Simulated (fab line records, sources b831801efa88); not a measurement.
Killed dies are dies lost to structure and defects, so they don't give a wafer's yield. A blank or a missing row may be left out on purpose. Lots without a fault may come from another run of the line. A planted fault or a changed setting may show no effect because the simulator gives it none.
Chamber matching | flow sfq_line | SFQ_TRILAYER_I1_CMP_CMP_046 on cmp-01: 4 sister chambers
The step polishes SiO2. 18 wafers are shown with their chamber, then 9 later ones without.

WAFERS WITH THEIR CHAMBER
wafer  | chamber | motor_current_A (A) | platen_rpm (rpm) | time_to_endpoint_s (s)
L866.4 | 3       | 11.6                | 60.02            | 210
L866.5 | 0       | 11.8                | 60.04            | 210
L866.6 | 1       | 12.4                | 59.98            | 211
L867.4 | 3       | 11.6                | 59.96            | 219
L867.3 | 1       | 12.2                | 60.03            | 210
L867.6 | 3       | 11.4                | 60.04            | 218
L868.3 | 0       | 11.3                | 59.90            | 215
L868.2 | 3       | 11.6                | 59.95            | 208
L868.6 | 1       | 11.6                | 60.02            | 213
L869.2 | 1       | 11.5                | 60.07            | 205
L869.3 | 0       | 12.1                | 60.02            | 209
L869.4 | 3       | 12.2                | 59.96            | 214
L870.4 | 3       | 11.5                | 59.91            | 222
L870.5 | 1       | 11.9                | 60.05            | 227
L870.6 | 0       | 11.8                | 60.03            | 225
L872.2 | 2       | 10.3                | 60.01            | 210
L872.5 | 1       | 11.6                | 60.05            | 213
L872.6 | 2       | 9.5                 | 59.96            | 219

SIGNATURES (means of the wafers above)
reading            | chamber 0 | chamber 1 | chamber 2 | chamber 3 | scatter within a chamber
motor_current_A    | 11.750    | 11.867    | 9.900     | 11.650    | 0.35
platen_rpm         | 59.9975   | 60.0333   | 59.9850   | 59.9733   | 0.0467
time_to_endpoint_s | 214.75    | 213.17    | 214.50    | 215.17    | 6.67
Rule: a wafer's distance from a chamber is the root of the sum, over the readings, of the square of ((its reading less the chamber's mean) divided by the reading's scatter). The wafer belongs to the nearest chamber; if the next one is less than 2 further off, it can't be placed. The scatter: the root of (the sum of the squares of (reading less its chamber's mean) over the shown wafers, divided by (wafers less chambers)).

WAFERS WITHOUT THEIR CHAMBER
wafer  | motor_current_A (A) | platen_rpm (rpm) | time_to_endpoint_s (s)
L875.4 | 9.5                 | 59.97            | 220
L875.2 | 11.2                | 59.97            | 219
L875.5 | 11.3                | 60.04            | 224
L878.3 | 9.4                 | 59.98            | 228
L878.5 | 12.0                | 59.94            | 238
L878.6 | 11.6                | 60.03            | 239
L879.3 | 11.2                | 59.99            | 226
L879.1 | 11.7                | 60.01            | 227
L879.2 | 9.9                 | 59.98            | 232

WHICH CHAMBER EACH WENT THROUGH
wafer  | from the rows above               | in truth
L875.4 | 2                                 | 2
L875.2 | can't be placed: 3 or 0 or 1      | 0
L875.5 | can't be placed: 0 or 3 or 1      | 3
L878.3 | 2                                 | 2
L878.5 | can't be placed: 3 or 0 or 1      | 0
L878.6 | can't be placed: 0 or 3 or 1      | 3
L879.3 | can't be placed: 3 or 0 or 1 or 2 | 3
L879.1 | can't be placed: 0 or 3 or 1      | 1
L879.2 | 2                                 | 2
Placed correctly: 3 of 9. Can't be placed from these rows: 6 (the true chamber is among the candidates in 6). Placed wrongly: 0.
